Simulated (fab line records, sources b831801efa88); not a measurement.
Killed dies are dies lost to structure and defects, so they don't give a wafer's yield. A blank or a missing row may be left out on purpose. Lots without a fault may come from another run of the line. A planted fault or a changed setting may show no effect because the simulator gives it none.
Chamber matching | flow sky130 | SKY_VIA4_CMP_21 on cmp-02: 4 sister chambers
The step polishes, stops on SiO2, t overpolish 25 s, target thk 0 nm. 14 wafers are shown with their chamber, then 7 later ones without.

WAFERS WITH THEIR CHAMBER
wafer  | chamber | motor_current_A (A) | slurry_filter_dp_kPa (kPa) | overpolish_run_s (s)
L578.1 | 2       | 11.7                | 13.62                      | 25.009
L578.3 | 0       | 10.8                | 13.59                      | 24.999
L578.6 | 3       | 10.8                | 13.28                      | 24.996
L579.4 | 3       | 11.0                | 13.56                      | 25.008
L579.5 | 2       | 11.6                | 13.29                      | 24.998
L579.6 | 1       | 12.4                | 13.56                      | 24.995
L580.1 | 2       | 11.8                | 13.42                      | 24.989
L580.5 | 0       | 11.1                | 13.56                      | 25.002
L580.6 | 3       | 10.8                | 13.31                      | 24.998
L587.2 | 2       | 11.8                | 13.41                      | 25.008
L587.5 | 0       | 11.7                | 13.64                      | 25.016
L587.6 | 3       | 11.5                | 13.51                      | 24.996
L589.2 | 0       | 11.1                | 13.39                      | 24.996
L589.4 | 2       | 11.7                | 13.56                      | 25.001

SIGNATURES (means of the wafers above)
reading              | chamber 0 | chamber 1 | chamber 2 | chamber 3 | scatter within a chamber
motor_current_A      | 11.175    | 12.400    | 11.720    | 11.025    | 0.28
slurry_filter_dp_kPa | 13.5450   | 13.5600   | 13.4600   | 13.4150   | 0.128
overpolish_run_s     | 25.00325  | 24.99500  | 25.00100  | 24.99950  | 0.00774
Rule: a wafer's distance from a chamber is the root of the sum, over the readings, of the square of ((its reading less the chamber's mean) divided by the reading's scatter). The wafer belongs to the nearest chamber; if the next one is less than 2 further off, it can't be placed. The scatter: the root of (the sum of the squares of (reading less its chamber's mean) over the shown wafers, divided by (wafers less chambers)).

WAFERS WITHOUT THEIR CHAMBER
wafer  | motor_current_A (A) | slurry_filter_dp_kPa (kPa) | overpolish_run_s (s)
L589.5 | 11.4                | 13.36                      | 24.994
L596.1 | 11.3                | 13.64                      | 25.006
L596.2 | 11.1                | 13.41                      | 25.009
L596.4 | 11.4                | 13.56                      | 24.993
L597.1 | 11.7                | 13.54                      | 24.998
L597.3 | 11.8                | 13.71                      | 24.987
L597.5 | 11.4                | 13.51                      | 24.998

WHICH CHAMBER EACH WENT THROUGH
wafer  | from the rows above               | in truth
L589.5 | can't be placed: 3 or 2 or 0      | 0
L596.1 | can't be placed: 0 or 2 or 3      | 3
L596.2 | can't be placed: 3 or 0 or 2      | 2
L596.4 | can't be placed: 0 or 2 or 3      | 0
L597.1 | can't be placed: 2 or 0 or 1 or 3 | 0
L597.3 | can't be placed: 1 or 2 or 0 or 3 | 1
L597.5 | can't be placed: 0 or 2 or 3      | 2
Placed correctly: 0 of 7. Can't be placed from these rows: 7 (the true chamber is among the candidates in 7). Placed wrongly: 0.
